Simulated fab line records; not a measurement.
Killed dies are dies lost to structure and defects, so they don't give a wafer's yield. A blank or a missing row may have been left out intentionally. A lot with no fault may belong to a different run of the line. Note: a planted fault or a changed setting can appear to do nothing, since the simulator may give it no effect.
fab line records	flow gf180mcu
record: lots: 11	wafers: 33	last_day: 34
route steps=602 shown STI@14 POLY_GATE@170 M1@320
lots that met no fault: taken from a fault-free run of the same line
start_h: the number of hours between the record's first day and the start of the first shown wafer of the lot	wait_h: how many hours have passed since the lot's step before this one	" identical to the entry in the row above	L1.1+2: several wafers, shown together as one row	- no value, or no start was given	* or withheld: withheld	< > ~ a bound
route shown NAME@n: names a module that has steps shown in the file, with the first one's number in the route	usual: mean/standard deviation of fault-free wafers	same: alike in all rows	chamber/n: place in a boat	sites: each site's reading	_std_site: standard deviation across them	_edge_site: outer sites' mean less inner sites'	radius_mm: for every site, how far away it sits from the centre of the wafer	mask NAME#n: copy n	behind: the tool/chamber that last shaped the wafer	hold: what put the lot on hold/how long, in hours/how the hold closed	device: the transistor (n, p or np) that didn't switch	end of line: the same wafers' tests at the end of the route	a step given without rows: its recipe and nothing more	killed: count of dies lost to structure and defects at first sort (not the wafer's yield)	map: dies across one wafer; x = killed, . = not, _ = none there
set.NAME: the setting as run; set.NAME@STEP: as run at that earlier step	model.NAME: the simulator's own value behind a step, which no gauge read
a sample of lots followed through the steps of the route, with each step as a table and each wafer as a row
services: a tool's chamber out of use, with start hour (start_h, from the record's first day; less than 0 if before it), hours out, and reason
== steps ==
step: GF_STI_ETCH_13
recipe: chemistry: CHF3/O2	stop_on: Si	over_etch_frac: 0.3	target_depth_a: 2823.1	source_w: 600	bias_w: 200	pressure_mtorr: 40	chf3_flow_sccm: 50	O2_flow_sccm: 5	time_s: 112.9
usual: bias_w: 200.0/0.58	chamber_pressure_mTorr: 40.00/0.038	drypump_motor_current_A: 5.6/0.48	oes_product_au: 0.833/0.0062	throttle_valve_pct: 8.810/0.01
lot.wafer	tool	chamber	start_h	wait_h	bias_w	chamber_pressure_mTorr	drypump_motor_current_A	oes_product_au	rf_hours_counter_h	throttle_valve_pct
L750.1	rie_diel-02	1	32.68	0.1	200.5	39.99	5.5	0.822	62	8.798
L750.2	"	2	"	"	199.8	39.99	6.3	0.832	112	8.787
L750.4	"	3	"	"	200.6	39.98	4.8	0.825	113	8.814
L751.1	rie_diel-01	3	38.73	0.1	199.5	39.97	5.2	0.826	54	8.794
L751.3	"	2	"	"	199.7	40.02	6.0	0.830	143	8.802
L751.4	"	0	"	"	199.4	40.04	5.2	0.835	125	8.830
L753.3	rie_diel-02	3	47.23	0.1	199.6	40.03	4.8	0.836	113	8.802
L753.4	"	1	"	"	200.2	40.09	5.5	0.833	62	8.797
L753.5	"	1	"	"	200.2	39.99	5.5	0.832	-	8.811
L758.1	rie_diel-01	2	72.83	0.1	244.7	39.99	6.0	0.824	144	8.825
L758.2	"	0	"	"	245.2	40.00	5.2	0.837	126	8.818
L758.6	"	0	"	"	245.0	39.90	5.2	0.834	-	8.806
L762.1	rie_diel-01	3	93.03	0.1	245.2	40.00	5.2	0.842	55	8.813
L762.3	"	0	"	"	245.2	40.01	5.2	0.840	127	8.805
L762.5	"	1	"	"	244.7	40.01	5.4	0.836	-	8.820
L764.2	rie_diel-03	2	104.03	0.1	199.6	39.96	5.8	0.840	48	8.800
L764.4	"	3	"	"	200.3	40.02	6.0	0.833	47	8.807
L764.6	"	1	"	"	199.7	39.97	5.6	0.838	-	8.809
L765.1	rie_diel-02	3	107.57	0.1	199.5	39.99	4.8	0.838	114	8.814
L765.2	"	2	"	"	200.4	39.98	6.3	0.835	114	8.813
L765.3	"	1	"	"	200.3	40.01	5.5	0.827	64	8.813
L766.1	rie_diel-03	2	113.12	0.1	200.3	40.04	5.8	0.832	48	8.796
L766.2	"	3	"	"	200.4	40.02	5.9	0.828	48	8.815
L766.5	"	2	"	"	201.2	39.99	5.8	0.833	-	8.809
L767.1	rie_diel-03	2	119.78	0.1	200.2	40.05	5.8	0.837	48	8.812
L767.5	"	0	"	"	200.5	39.98	6.4	0.841	-	8.830
L767.6	"	3	"	"	200.0	39.92	6.0	0.844	-	8.819
L769.1	rie_diel-03	1	130.07	0.1	199.9	40.05	5.6	0.843	0	8.828
L769.2	"	2	"	"	199.6	40.04	5.8	0.850	49	8.809
L769.4	"	3	"	"	199.9	40.04	6.0	0.835	48	8.805
L770.3	rie_diel-02	3	134.48	0.1	200.2	39.99	4.8	0.833	115	8.813
L770.4	"	2	"	"	200.2	40.00	6.3	0.831	115	8.804
L770.6	"	3	"	"	200.5	40.05	4.8	0.836	-	8.827
step: GF_STI_STRIP_15
recipe: chemistry: O2/N2	power_w: 1400	pressure_mtorr: 1500	platen_temp_c: 250	o2_flow_sccm: 3000	n2_flow_sccm: 300	overash_fraction: 0.5
usual: chamber_pressure_mTorr: 1499.9/1.4	drypump_motor_current_A: 5.8/0.56	heater_power_w: 355/52	oes_product_au: 0.385/0.0053	strip_time_to_endpoint_s: 3.74/0.059
lot.wafer	tool	chamber	start_h	wait_h	chamber_pressure_mTorr	drypump_motor_current_A	heater_power_w	oes_product_au	rf_hours_counter_h	strip_time_to_endpoint_s
L750.1	plasma_asher-03	1	32.83	0.0	1499.6	6.2	229	0.382	38	3.73
L750.2	"	0	"	"	1497.5	6.3	379	0.394	38	3.80
L750.4	"	0	"	"	1499.3	6.3	393	0.386	-	3.73
L751.1	plasma_asher-02	0	38.88	0.0	1499.4	6.3	409	0.386	37	3.68
L751.3	"	0	"	"	1500.0	6.4	409	0.383	-	3.72
L751.4	"	1	"	"	1499.1	6.3	328	0.389	-	3.73
L753.3	plasma_asher-01	1	47.41	0.1	1500.8	5.4	385	0.391	-	3.73
L753.4	"	0	"	"	1499.7	5.0	364	0.378	-	3.75
L753.5	"	0	"	"	1500.0	5.0	351	0.395	-	3.77
L758.1	plasma_asher-01	1	72.98	0.0	1500.6	5.4	384	0.368	27	3.55
L758.2	"	0	"	"	1500.4	5.0	346	0.373	27	3.49
L758.6	"	0	"	"	1499.9	5.0	360	0.385	-	3.58
L762.1	plasma_asher-02	1	93.18	0.0	1502.9	6.3	323	0.369	42	3.43
L762.3	"	0	"	"	1500.5	6.4	404	0.372	-	3.51
L762.5	"	0	"	"	1500.5	6.4	410	0.379	-	3.48
L764.2	plasma_asher-01	1	104.18	0.0	1500.1	5.4	391	0.383	30	3.68
L764.4	"	0	"	"	1499.1	5.0	367	0.388	-	3.75
L764.6	"	0	"	"	1499.9	5.0	361	0.385	-	3.83
L765.1	plasma_asher-02	1	107.72	0.0	1494.6	6.3	325	0.375	44	3.67
L765.2	"	0	"	"	1497.7	6.4	405	0.393	44	3.75
L765.3	"	0	"	"	1500.0	6.4	408	0.392	-	3.84
L766.1	plasma_asher-03	0	113.27	0.0	1500.5	6.3	383	0.379	47	3.65
L766.2	"	1	"	"	1498.4	6.2	235	0.379	47	3.69
L766.5	"	0	"	"	1500.9	6.3	379	0.379	-	3.66
L767.1	plasma_asher-01	0	119.93	0.0	1499.8	5.0	364	0.379	32	3.71
L767.5	"	0	"	"	1498.6	5.0	352	0.382	-	3.73
L767.6	"	1	"	"	1497.9	5.4	389	0.379	-	3.70
L769.1	plasma_asher-03	1	130.22	0.0	1497.7	6.2	236	0.382	49	3.76
L769.2	"	0	"	"	1500.0	6.3	392	0.387	49	3.69
L769.4	"	0	"	"	1499.9	6.3	379	0.384	-	3.73
L770.3	plasma_asher-03	0	134.66	0.1	1501.8	6.3	376	0.386	-	3.81
L770.4	"	1	"	"	1500.5	6.2	233	0.382	-	3.84
L770.6	"	0	"	"	1501.3	6.3	387	0.385	-	3.74
step: GF_POLY_GATE_ETCH_13
recipe: target: poly-Si	target_depth_nm: 198.5	stop_on: SiO2	over_etch_frac: 0.403	chemistry: HBr/Cl2	icp_w: 400	bias_w: 100	pressure_mtorr: 10	HBr_flow_sccm: 150	Cl2_flow_sccm: 50	time_s: 69.6
usual: bias_w: 100.0/0.31	chamber_pressure_mTorr: 10.000/0.0091	drypump_motor_current_A: 5.6/0.41	oes_product_au: 0.987/0.013	throttle_valve_pct: 33.684/0.0086
lot.wafer	tool	chamber	start_h	wait_h	bias_w	chamber_pressure_mTorr	drypump_motor_current_A	oes_product_au	rf_hours_counter_h	throttle_valve_pct
L750.1	rie_si-02	2	207.20	-	99.5	10.014	5.6	0.982	96	33.684
L750.2	"	3	"	"	99.7	9.998	6.0	0.992	114	33.693
L750.4	"	1	"	"	100.3	10.003	5.3	0.953	98	33.692
L751.1	rie_si-02	3	221.20	-	100.1	10.000	6.0	1.009	114	33.691
L751.3	"	2	"	"	100.4	9.996	5.6	0.969	96	33.683
L751.4	"	0	"	"	100.4	9.992	5.0	0.973	1	33.685
L753.3	rie_si-02	3	229.30	-	99.6	9.993	6.0	0.997	114	33.674
L753.4	"	1	"	"	100.0	10.011	5.3	0.966	98	33.688
L753.5	"	3	"	"	99.9	9.995	6.0	0.995	-	33.681
L758.1	rie_si-02	2	269.06	-	100.2	9.994	5.6	0.976	97	33.694
L758.2	"	1	"	"	99.8	10.005	5.3	0.988	98	33.684
L758.6	"	0	"	"	99.5	9.987	4.9	0.994	-	33.686
L762.1	rie_si-01	3	294.30	-	100.1	9.987	6.2	0.993	18	33.681
L762.3	"	2	"	"	99.4	9.998	5.1	0.991	18	33.694
L762.5	"	2	"	"	99.7	10.014	5.1	0.990	-	33.690
L764.2	rie_si-02	2	307.05	-	100.0	9.990	5.6	0.982	97	33.688
L764.4	"	3	"	"	99.6	10.023	6.0	1.002	0	33.677
L764.6	"	2	"	"	99.5	10.018	5.6	0.988	-	33.691
L765.1	rie_si-02	0	313.91	-	100.0	10.007	5.0	0.976	2	33.690
L765.2	"	3	"	"	99.4	10.010	6.0	0.988	1	33.676
L765.3	"	2	"	"	100.4	10.011	5.6	0.982	97	33.695
L766.1	rie_si-01	0	324.21	-	100.4	10.023	5.9	0.982	68	33.694
L766.2	"	1	"	"	100.3	9.994	5.7	0.984	1	33.701
L766.5	"	2	"	"	100.1	9.993	5.1	0.976	-	33.684
L767.1	rie_si-02	0	330.91	-	100.1	9.999	5.0	0.978	2	33.658
L767.5	"	1	"	"	99.9	9.981	5.3	0.972	-	33.681
L767.6	"	0	"	"	100.0	9.984	5.0	0.982	-	33.687
L769.1	rie_si-01	1	347.55	-	99.9	10.019	5.7	0.996	1	33.678
L769.2	"	0	"	"	99.8	9.990	5.8	1.006	68	33.683
L769.4	"	3	"	"	100.8	9.992	6.2	0.984	18	33.686
L770.3	rie_si-01	3	353.95	-	99.8	10.002	6.2	0.990	18	33.685
L770.4	"	1	"	"	100.1	10.000	5.7	0.998	1	33.692
L770.6	"	3	"	"	100.0	10.004	6.2	0.985	-	33.662
step: GF_POLY_GATE_STRIP_14
recipe: chemistry: O2/N2	power_w: 1400	pressure_mtorr: 1500	platen_temp_c: 250	o2_flow_sccm: 3000	n2_flow_sccm: 300	overash_fraction: 0.5
usual: chamber_pressure_mTorr: 1499.9/1.4	drypump_motor_current_A: 5.9/0.52	heater_power_w: 347/59	oes_product_au: 0.505/0.0044
lot.wafer	tool	chamber	start_h	wait_h	chamber_pressure_mTorr	drypump_motor_current_A	heater_power_w	oes_product_au	rf_hours_counter_h
L750.1	plasma_asher-03	0	207.26	0.0	1499.3	6.3	380	0.510	55
L750.2	"	1	"	"	1498.2	6.2	240	0.511	55
L750.4	"	1	"	"	1500.1	6.2	230	0.507	-
L751.1	plasma_asher-03	1	221.26	0.0	1499.8	6.2	229	0.495	56
L751.3	"	1	"	"	1499.2	6.2	237	0.510	-
L751.4	"	0	"	"	1501.3	6.3	385	0.512	-
L753.3	plasma_asher-03	1	229.39	0.1	1499.8	6.2	239	0.516	-
L753.4	"	0	"	"	1501.3	6.3	375	0.509	-
L753.5	"	0	"	"	1502.0	6.3	384	0.504	-
L758.1	plasma_asher-01	0	269.11	0.0	1498.6	5.0	355	0.499	48
L758.2	"	1	"	"	1499.8	5.4	395	0.510	48
L758.6	"	0	"	"	1498.0	5.0	355	0.506	-
L762.1	plasma_asher-01	1	294.36	0.0	1501.0	5.4	390	0.502	51
L762.3	"	0	"	"	1499.5	5.0	356	0.510	-
L762.5	"	0	"	"	1501.3	5.0	355	0.511	-
L764.2	plasma_asher-02	0	307.11	0.0	1498.5	6.4	405	0.513	21
L764.4	"	0	"	"	1499.1	6.3	402	0.504	-
L764.6	"	0	"	"	1498.5	6.4	411	0.502	-
L765.1	plasma_asher-02	1	313.96	0.0	1501.2	6.3	328	0.504	22
L765.2	"	0	"	"	1499.8	6.4	396	0.510	22
L765.3	"	0	"	"	1501.3	6.3	400	0.511	-
L766.1	plasma_asher-03	1	324.26	0.0	1502.0	6.2	242	0.496	65
L766.2	"	0	"	"	1500.1	6.3	379	0.506	65
L766.5	"	1	"	"	1497.4	6.2	238	0.507	-
L767.1	plasma_asher-03	1	330.96	0.0	1499.7	6.2	231	0.506	66
L767.5	"	0	"	"	1499.7	6.3	379	0.505	-
L767.6	"	1	"	"	1498.4	6.2	234	0.500	-
L769.1	plasma_asher-01	1	347.61	0.0	1501.8	5.4	391	0.503	57
L769.2	"	0	"	"	1502.0	5.0	358	0.505	57
L769.4	"	0	"	"	1501.6	5.0	360	0.510	-
L770.3	plasma_asher-01	1	354.04	0.1	1501.3	5.4	392	0.510	-
L770.4	"	0	"	"	1501.0	5.0	361	0.502	-
L770.6	"	1	"	"	1503.6	5.4	386	0.512	-
step: GF_M1_RS_MEAS_05
recipe: thk_meas_gauge: four-point-probe	reads: TiN_of_M1_SPUTTER_04+Ti_of_M1_SPUTTER_03+AlCu_of_M1_SPUTTER_02+TiN_of_M1_SPUTTER_01+Ti_of_M1_SPUTTER_00
usual: M1_ALCU_RS: 0.0701/0.001
lot.wafer	tool	chamber	start_h	wait_h	M1_ALCU_RS[ohm/sq]
L750.1	film_metro-03	-	378.83	0.0	0.0696
L750.2	"	-	"	"	0.0700
L750.4	"	-	"	"	0.0703
L751.1	film_metro-01	-	396.05	0.0	0.0702
L751.3	"	-	"	"	0.0705
L751.4	"	-	"	"	0.0709
L753.3	film_metro-01	-	411.58	0.1	0.0721
L753.4	"	-	"	"	0.0691
L753.5	"	-	"	"	0.0721
L758.1	film_metro-02	-	457.93	0.0	0.0691
L758.2	"	-	"	"	0.0716
L758.6	"	-	"	"	0.0713
L762.1	film_metro-01	-	488.05	0.0	0.0708
L762.3	"	-	"	"	0.0717
L762.5	"	-	"	"	0.0689
L764.2	film_metro-01	-	507.14	0.0	0.0708
L764.4	"	-	"	"	0.0710
L764.6	"	-	"	"	0.0717
L765.1	film_metro-03	-	512.27	0.0	0.0682
L765.2	"	-	"	"	0.0705
L765.3	"	-	"	"	0.0711
L766.1	film_metro-01	-	522.64	0.0	0.0721
L766.2	"	-	"	"	0.0709
L766.5	"	-	"	"	0.0694
L767.1	film_metro-02	-	531.74	0.0	0.0689
L767.5	"	-	"	"	0.0696
L767.6	"	-	"	"	0.0683
L769.1	film_metro-03	-	547.06	0.0	0.0695
L769.2	"	-	"	"	0.0693
L769.4	"	-	"	"	0.0705
L770.3	film_metro-03	-	553.96	0.1	0.0702
L770.4	"	-	"	"	0.0697
L770.6	"	-	"	"	0.0697
== services ==
tool	chamber	start_h	hours	kind
rie_diel-02	1	21.26	5.5	repair
rie_diel-02	0	21.79	10.3	repair
rie_diel-03	0	33.25	5.4	repair
plasma_asher-01	-	39.41	1.5	repair
rie_diel-03	-	46.24	0.3	repair
rie_si-01	3	47.29	5.5	repair
rie_si-02	0	68.46	13.5	repair
plasma_asher-02	-	69.34	7.8	pm
plasma_asher-03	-	106.41	3.4	repair
plasma_asher-02	-	108.75	9.0	pm
rie_si-02	1	126.14	10.8	repair
plasma_asher-03	-	163.12	28.1	pm
plasma_asher-01	-	177.32	1.4	repair
plasma_asher-01	-	182.99	0.6	repair
plasma_asher-01	-	183.35	1.7	repair
rie_si-02	1	197.98	6.0	repair
plasma_asher-03	-	216.99	2.9	repair
plasma_asher-01	-	234.50	7.3	repair
rie_si-02	0	234.92	4.1	repair
rie_si-02	0	242.76	2.2	repair
rie_si-02	1	264.48	3.3	repair
plasma_asher-02	-	287.29	3.3	repair
plasma_asher-03	-	293.60	14.6	pm
rie_si-02	-	302.62	2.8	pm
== key ==
first_sign: step: GF_STI_ETCH_13	reading: bias_w	direction: up	sigmas: 78	usual: 200.0	struck: 245.0
effect: step: GF_STI_STRIP_15	reading: strip_time_to_endpoint_s	direction: down	sigmas: 3.9	usual: *	struck: *
met_at GF_STI_ETCH_13
struck_lots L758,L762
tester_left_out L758,L762
baseline_loss: step: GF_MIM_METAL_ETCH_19	wafers: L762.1
not_acting_at GF_POLY_GATE_ETCH_13,GF_POLY_GATE_STRIP_14,GF_M1_RS_MEAS_05
onset_between 38.73 72.83
fault: kind: process_parameter_drift	tool: rie_diel-01	chamber: -	onset_h: 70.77	steps: GF_STI_ETCH_13	channel: bias_w	offset: 45.443	shape: step	end_h: 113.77	acts_in: these_recipes_only	stated: 200
tester_left_out: of these lots the tester's yield and bins aren't shown, on N5 and GAA mostly nor the transistor test; their killed dies are dies lost to structure and defects alone, not to doping, threshold or leakage, so they don't give the yield
baseline_loss: these wafers lose ten dies or more at that step, a loss of the line's own and not of a fault; the sort's usual values leave them out
